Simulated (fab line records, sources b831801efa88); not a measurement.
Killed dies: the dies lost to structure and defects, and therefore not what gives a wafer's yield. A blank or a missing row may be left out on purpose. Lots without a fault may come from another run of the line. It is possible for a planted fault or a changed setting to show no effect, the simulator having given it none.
2 desks, one fault ; flow sky130 ; what lay behind the numbers comes last; until then each desk has only its own

## FROM THE METROLOGY DESK
What the gauges read for every lot (on any tool): the sampled wafers with a number, averaged. Any lot whose mean is over 4 standard deviations away from the usual mean is out of limits and marked OUT; that distance is given in the brackets.
Columns: A = INCOMING_BOW at SKY_FIELD_ISO_BOW_MEAS_00, usual 0 um
lot;first seen here;A
L821;day 1 10:00;-3
L822;day 1 15:01;-4
L823;day 1 20:00;-3
L826;day 2 11:00;0
L827;day 2 16:00;0
L830;day 3 07:04;-2
L834;day 4 03:04;5
L837;day 4 18:00;-5
L840;day 5 09:00;-1
L843;day 6 00:04;-1
L844;day 6 05:01;-6
This desk found nothing out of limits on any of the 11 lots.

## THE TOOL OWNER'S DESK: rie diel-02
The tool's own readings at SKY_LI_CONTACT_ETCH_14 (etches BARC in N2/H2, stops on SiO2, time 45.9 s, target depth 60 nm): means of the sampled wafers that have a number, for each lot that ran on this tool. Any lot whose mean is over 4 standard deviations away from the usual mean is out of limits and marked OUT; that distance is given in the brackets.
Columns: A = drypump motor current A at SKY_LI_CONTACT_ETCH_14, usual 5.7 A; B = oes product au at SKY_LI_CONTACT_ETCH_14, usual 0.855 a.u.; C = run length s at SKY_LI_CONTACT_ETCH_14, usual 74.2 s; D = throttle valve pct at SKY_LI_CONTACT_ETCH_14, usual 13.225 %
lot;first seen here;A;B;C;D
L823;day 30 23:39;5.3;0.859;74.3;13.219
L826;day 31 09:46;5.3;0.856;74.4;13.232
L827;day 31 13:34;5.7;0.859;74.3;13.232
L830;day 32 22:37;5.8;0.998 (+29) OUT;54.8 (-43) OUT;13.242
L834;day 34 01:33;5.7;0.960 (+21) OUT;61.1 (-29) OUT;13.231
This desk's verdict: out of limits on L830, L834, starting with L830 at day 32 22:37 (oes product au at SKY_LI_CONTACT_ETCH_14). Within limits: L823, L826, L827.

## ALL TOGETHER
On L830, L834, at day 32 22:37, an alarm was possible from the tool owner's desk.
From the metrology desk's view, nothing was out of limits.
The metrology desk has L830, L834 on record, within its limits.
Every lot named ran SKY_LI_CONTACT_ETCH_14 on rie diel-02.

## WHAT WAS PUT IN BY THE SIMULATOR
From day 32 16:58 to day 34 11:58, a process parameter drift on rie diel-02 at SKY_LI_CONTACT_ETCH_14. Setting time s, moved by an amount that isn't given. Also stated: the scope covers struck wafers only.
Lots struck among those shown: L830, L834.
How many hours passed from the start of the fault until each desk's first out-of-limits reading: the tool owner's desk, 6.
